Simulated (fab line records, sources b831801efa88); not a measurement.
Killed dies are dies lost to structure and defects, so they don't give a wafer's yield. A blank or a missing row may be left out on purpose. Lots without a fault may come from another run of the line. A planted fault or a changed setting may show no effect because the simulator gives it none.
Which tool did it? | flow sky130 | 12 lots, 36 wafers sampled, at 5 steps of a route of 708

WHAT THE GAUGES READ, wafer by wafer
SKY_NWELL_OVL_MEAS_10. Usual: NWELL_00_OVL 0.2 nm, standard deviation 1.4.
lot  | measured    | on         | NWELL_00_OVL (nm)    | flag
L298 | day 4 16:25 | overlay-01 | -0.6 -0.7 1.3        |
L299 | day 4 19:59 | overlay-01 | 0.3 1.3 0.2          |
L300 | day 5 03:02 | overlay-02 | 1.4 0.8 0.3          |
L301 | day 5 13:14 | overlay-01 | -0.6 -1.5 0.2        |
L303 | day 5 22:05 | overlay-02 | -2.1 0.1 -1.1        |
L305 | day 6 04:19 | overlay-01 | 1.3 -0.6 -1.1        |
L309 | day 7 07:32 | overlay-02 | -0.9 -1.5 -3.3       |
L312 | day 7 23:28 | overlay-01 | -125.2 -125.6 -127.5 | OFF
L314 | day 8 13:31 | overlay-02 | -126.1 -124.1 -125.6 | OFF
L315 | day 8 16:41 | overlay-02 | -127.6 -127.5 -127.0 | OFF
L316 | day 8 23:13 | overlay-02 | -1.4 -1.1 -1.0       |
L319 | day 9 19:01 | overlay-01 | 1.2 0.0 -0.4         |

SKY_NWELL_RS_MEAS_29: measures by four-point-probe. Usual: NWELL_RS 624.7 ohm/sq, standard deviation 1.6.
lot  | measured     | on            | NWELL_RS (ohm/sq) | flag
L298 | day 5 10:49  | film_metro-03 | 622.9 622.7 622.7 |
L299 | day 5 14:17  | film_metro-03 | 624.7 622.9 625.0 |
L300 | day 5 22:21  | film_metro-02 | 625.9 625.4 624.3 |
L301 | day 6 08:55  | film_metro-03 | 624.5 624.0 625.9 |
L303 | day 6 18:36  | film_metro-02 | 624.6 625.9 625.7 |
L305 | day 7 01:07  | film_metro-02 | 624.6 624.3 621.8 |
L309 | day 8 05:10  | film_metro-03 | 622.3 622.5 621.3 |
L312 | day 8 21:49  | film_metro-02 | 624.4 624.4 625.7 |
L314 | day 9 09:58  | film_metro-04 | 626.3 625.5 625.8 |
L315 | day 9 14:43  | film_metro-04 | 623.3 626.0 625.7 |
L316 | day 9 21:51  | film_metro-04 | 625.3 623.0 625.3 |
L319 | day 10 19:24 | film_metro-02 | 623.3 624.5 622.7 |

WHICH TOOL RAN EACH LOT (tool, then ch and the chambers of the sampled wafers, then the start)
lot  | SKY_FIELD_ISO_ETCH_17           | SKY_FIELD_ISO_CMP_27         | SKY_NWELL_EXPOSE_07
L298 | rie_si-02 ch 0,1,2, day 2 07:17 | cmp-01 ch 1,2,3, day 2 12:13 | iline_stepper-02 ch 0, day 4 07:42
L299 | rie_si-01 ch 0,1, day 2 10:50   | cmp-01 ch 1,2, day 2 15:46   | iline_stepper-02 ch 0, day 4 11:57
L300 | rie_si-02 ch 0,2,3, day 2 16:36 | cmp-02 ch 1,2,3, day 2 20:30 | iline_stepper-02 ch 0, day 4 18:08
L301 | rie_si-02 ch 0,1,3, day 2 21:48 | cmp-02 ch 0,1,2, day 3 05:10 | iline_stepper-02 ch 0, day 5 04:12
L303 | rie_si-01 ch 1,2,3, day 3 07:27 | cmp-01 ch 1,3, day 3 13:34   | iline_stepper-01 ch 0, day 5 13:08
L305 | rie_si-01 ch 0,1,2, day 3 17:27 | cmp-01 ch 1,2,3, day 3 20:43 | iline_stepper-01 ch 0, day 5 18:28
L309 | rie_si-02 ch 0,1,2, day 4 13:59 | cmp-02 ch 2,3, day 4 18:05   | iline_stepper-01 ch 0, day 6 22:09
L312 | rie_si-02 ch 1,2,3, day 5 06:24 | cmp-01 ch 0,1,3, day 5 09:43 | iline_stepper-01 ch 0, day 7 12:47
L314 | rie_si-01 ch 1,3, day 5 16:57   | cmp-01 ch 0,2,3, day 5 21:10 | iline_stepper-01 ch 0, day 8 02:47
L315 | rie_si-01 ch 0,1,3, day 5 20:45 | cmp-02 ch 1,3, day 6 01:25   | iline_stepper-01 ch 0, day 8 05:57
L316 | rie_si-01 ch 2,3, day 6 03:10   | cmp-02 ch 0,2,3, day 6 07:25 | iline_stepper-02 ch 0, day 8 12:40
L319 | rie_si-01 ch 1,3, day 6 19:21   | cmp-02 ch 0,1,3, day 7 00:14 | iline_stepper-02 ch 0, day 9 07:20
- SKY_FIELD_ISO_ETCH_17: etches Si in HBr/Cl2/O2, target depth 342 nm, time 97.7 s.
- SKY_FIELD_ISO_CMP_27: polishes, stops on Si3N4, t overpolish 16 s, target thk 457.8 nm.
- SKY_NWELL_EXPOSE_07: exposes mask NWM, target cd 840 nm.

WHAT THE TOOLS THEMSELVES READ (means of the sampled wafers that have a number; where no wafer has one, the mark that the record gives instead)
SKY_FIELD_ISO_ETCH_17. Usual: O2_flow_sccm 5.999 sccm, standard deviation 0.018; bias_w 150.0 W, standard deviation 0.43; chamber_pressure_mTorr 15.000 mTorr, standard deviation 0.012; drypump_motor_current_A 5.6 A, standard deviation 0.43; oes_product_au 0.989 a.u., standard deviation 0.012; throttle_valve_pct 25.663 %, standard deviation 0.012.
lot  | tool      | O2_flow_sccm (sccm) | bias_w (W) | chamber_pressure_mTorr (mTorr) | drypump_motor_current_A (A) | oes_product_au (a.u.) | throttle_valve_pct (%) | flag
L298 | rie_si-02 | 5.997               | 149.8      | 15.000                         | 5.4                         | 0.982                 | 25.661                 |
L299 | rie_si-01 | 5.991               | 149.8      | 15.000                         | 5.8                         | 0.984                 | 25.677                 |
L300 | rie_si-02 | 5.987               | 149.9      | 14.998                         | 5.4                         | 0.992                 | 25.665                 |
L301 | rie_si-02 | 6.001               | 150.2      | 15.002                         | 5.4                         | 0.984                 | 25.668                 |
L303 | rie_si-01 | 6.003               | 150.4      | 15.007                         | 5.5                         | 0.990                 | 25.655                 |
L305 | rie_si-01 | 5.999               | 149.9      | 14.990                         | 5.8                         | 0.991                 | 25.669                 |
L309 | rie_si-02 | 6.008               | 149.9      | 15.005                         | 5.4                         | 0.985                 | 25.669                 |
L312 | rie_si-02 | 6.000               | 149.8      | 14.993                         | 5.4                         | 0.985                 | 25.661                 |
L314 | rie_si-01 | 6.009               | 150.4      | 14.993                         | 5.6                         | 0.997                 | 25.658                 |
L315 | rie_si-01 | 5.976               | 150.2      | 15.001                         | 5.9                         | 0.995                 | 25.662                 |
L316 | rie_si-01 | 6.014               | 149.6      | 14.996                         | 5.7                         | 0.993                 | 25.665                 |
L319 | rie_si-01 | 5.991               | 150.3      | 15.002                         | 5.4                         | 0.998                 | 25.652                 |

SKY_FIELD_ISO_CMP_27. Usual: motor_current_A 12.0 A, standard deviation 0.77; overpolish_run_s 16.000 s, standard deviation 0.009; platen_rpm 60.01 rpm, standard deviation 0.041; time_to_endpoint_s 114 s, standard deviation 5.7.
lot  | tool   | motor_current_A (A) | overpolish_run_s (s) | platen_rpm (rpm) | time_to_endpoint_s (s) | flag
L298 | cmp-01 | 12.0                | 15.998               | 60.00            | 111                    |
L299 | cmp-01 | 12.4                | 16.008               | 60.02            | 109                    |
L300 | cmp-02 | 11.3                | 16.002               | 59.99            | 106                    |
L301 | cmp-02 | 12.2                | 16.004               | 60.01            | 119                    |
L303 | cmp-01 | 12.0                | 15.998               | 60.01            | 120                    |
L305 | cmp-01 | 11.9                | 15.997               | 60.04            | 119                    |
L309 | cmp-02 | 11.5                | 16.002               | 60.01            | 113                    |
L312 | cmp-01 | 12.5                | 15.996               | 59.96            | 116                    |
L314 | cmp-01 | 12.2                | 16.007               | 59.97            | 116                    |
L315 | cmp-02 | 11.5                | 15.997               | 60.05            | 112                    |
L316 | cmp-02 | 12.5                | 15.992               | 60.01            | 113                    |
L319 | cmp-02 | 11.7                | 15.997               | 60.02            | 110                    |

THE ANSWER, worked out from the rows above alone
Rule: a lot is off if the mean of its wafers that have a number lies more than 3 standard deviations from the usual mean. A lot without any number at a reading at which 4 lots or more have one is off too. The other lots that the step has rows for count as sound. The gauges are gone through in route order, then the tools' own readings, and for those a lot's mean is taken as printed above. The first step at which some lot is off is used, and at that step the reading that is off furthest; a lot without a number counts as furthest.
Off: L312, L314, L315, at SKY_NWELL_OVL_MEAS_10 (NWELL_00_OVL).
A tool fits if, at a process step before that reading, it ran every lot that is off, and no sound lot after the first of them. The gauges at SKY_NWELL_OVL_MEAS_10 are tried like those tools. One fits: iline_stepper-01 at SKY_NWELL_EXPOSE_07. Its last sound lot is L309 (day 6 22:09), its first lot that is off L312 (day 7 12:47): a fault that began between those two fits.

WHAT THE SIMULATOR HAD PUT IN
Scanner matching overlay: iline_stepper-01, from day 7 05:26 on, at SKY_NWELL_EXPOSE_07. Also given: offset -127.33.
Lots struck among those shown: L312, L314, L315. The rule above found the same.
